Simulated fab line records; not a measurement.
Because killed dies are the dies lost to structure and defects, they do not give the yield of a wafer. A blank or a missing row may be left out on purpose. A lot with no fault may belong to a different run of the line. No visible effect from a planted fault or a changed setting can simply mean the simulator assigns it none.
A struck lot beside a sound one ; flow gf180mcu ; 17 steps out of a route of 602
Sound: the wafers L817.2, L817.3, L817.5. Wafers L807.2, L807.3, L807.4 were the ones struck. The cause is named last.
Per side, at each step with rows, come the tool, then ch with its chambers, and then its first start. Under that, the readings that differ: sound wafers ; struck wafers ; difference of the means ; sigmas: that difference in standard deviations of wafers without a fault.
alike: a reading whose means differ by less than 2 such deviations, as well as words and numbers matching on both sides. not compared: withheld readings; readings where some wafer has no value; bounds like >300 that might hide an equal value; numbers whose values overlap and for which the record gives no deviation.
Wherever a step has rows on one side only, a row that says differs or no value, or a row with sigmas, the two part there. When numbers do not overlap yet have no deviation, they are printed without sigmas and do not part them. A reading missing from all wafers of one side parts the sides only when that side holds two or more wafers.

first, 1 step without rows for these wafers: GF_STI_OXIDATION_01 (stabilise 600 s, purge 300 s, target thk 10 nm).
GF_STI_THK_MEAS_02:
  sound on filmMetro-01 at day 4 14:31; struck on filmMetro-01 at day 2 12:31
  alike: STI_OXIDATION_THK
then, 1 step without rows for these wafers: GF_STI_CVD_03 (deposits Si3N4 from DCS/NH3, target thk 207.16 nm, time 3551 s).
GF_STI_THK_MEAS_04:
  sound on filmMetro-02 at day 4 16:34; struck on filmMetro-02 at day 2 14:34
reading;sound;struck;difference;sigmas
STI_CVD_03_THK (nm);204.5 205.2 206.2;210.5 210.2 211.0;+5.3;+3
then, 7 steps without rows for these wafers: GF_STI_DEHYDRATE_05 (time 60 s); GF_STI_HMDS_06 (prime time 60 s); GF_STI_COAT_07 (resist thk 700 nm); GF_STI_SOFTBAKE_08 (time 60 s); GF_STI_EXPOSE_09 (exposes mask COMP, target cd 220 nm); GF_STI_PEB_10 (peb time 90 s); GF_STI_DEVELOP_11 (develop time 60 s).
GF_STI_CD_MEAS_12: the cd target is 220 nm.
  sound on cdSem-01 at day 5 05:58; struck on cdSem-01 at day 3 03:01
  alike: cdNm
GF_STI_ETCH_13: etches the open film in CHF3/O2, stops on Si, target depth 282.31 nm, time 112.9 s.
  sound on rieDiel-01 ch 1,2, day 5 06:04; struck on rieDiel-04 ch 0,1,2, day 3 03:07
  no value came back on the struck wafers for any of 5 readings (O2_flow_sccm (sccm), biasW (W) and others); on the sound wafers O2_flow_sccm (sccm) reads 4.992 4.971 4.992
reading;sound;struck;difference;sigmas
model.KrF_of_STI_COAT_07.thkNm (nm);449.5 443.3 443.4;680.9 682.5 684.1;+237.1;
  not compared: rfHoursCounterH
GF_STI_ETCH_14: etches Si in HBr/Cl2/O2, target depth 360 nm, time 102.9 s.
  sound on rieSi-02 ch 2,3, day 5 06:08; struck on rieSi-01 ch 1,2,3, day 3 03:11
reading;sound;struck;difference;sigmas
model.KrF_of_STI_COAT_07.thkNm (nm);329.7 322.4 323.7;560 560.6 562.1;+236;
  alike: HBr_flow_sccm, O2_flow_sccm, drypumpMotorCurrentA, oesProductAu, throttleValvePct
  not compared: rfHoursCounterH
GF_STI_STRIP_15: strips in O2/N2.
  sound on plasmaAsher-03 ch 0,1, day 5 06:13; struck on plasmaAsher-01 ch 0,1, day 3 03:16
reading;sound;struck;difference;sigmas
oesProductAu (a.u.);0.385 0.387 0.380;0.494 0.477 0.486;+0.102;+22
stripTimeToEndpointS (s);3.84 3.74 3.75;6.19 6.20 6.22;+2.43;+66
  alike: drypumpMotorCurrentA, heaterPowerW
  not compared: rfHoursCounterH
then, 1 step without rows for these wafers: GF_STI_CLEAN_16 (cleans in dHF, time 25 s).
-- the record jumps here: 28 days lie between the struck wafers' starts before and after (it left off in module STI and takes up again in module PASSIVATION, whose first step shown is number 602 of the route) --
GF_PASSIVATION_PROBE_99:
  only the struck wafers here have rows in the record (prober-01, day 30 16:07); the sound ones have none

WHERE THEY PART
Earliest at GF_STI_THK_MEAS_04; latest, in this record, at GF_PASSIVATION_PROBE_99.

WHY: what the simulator had put in
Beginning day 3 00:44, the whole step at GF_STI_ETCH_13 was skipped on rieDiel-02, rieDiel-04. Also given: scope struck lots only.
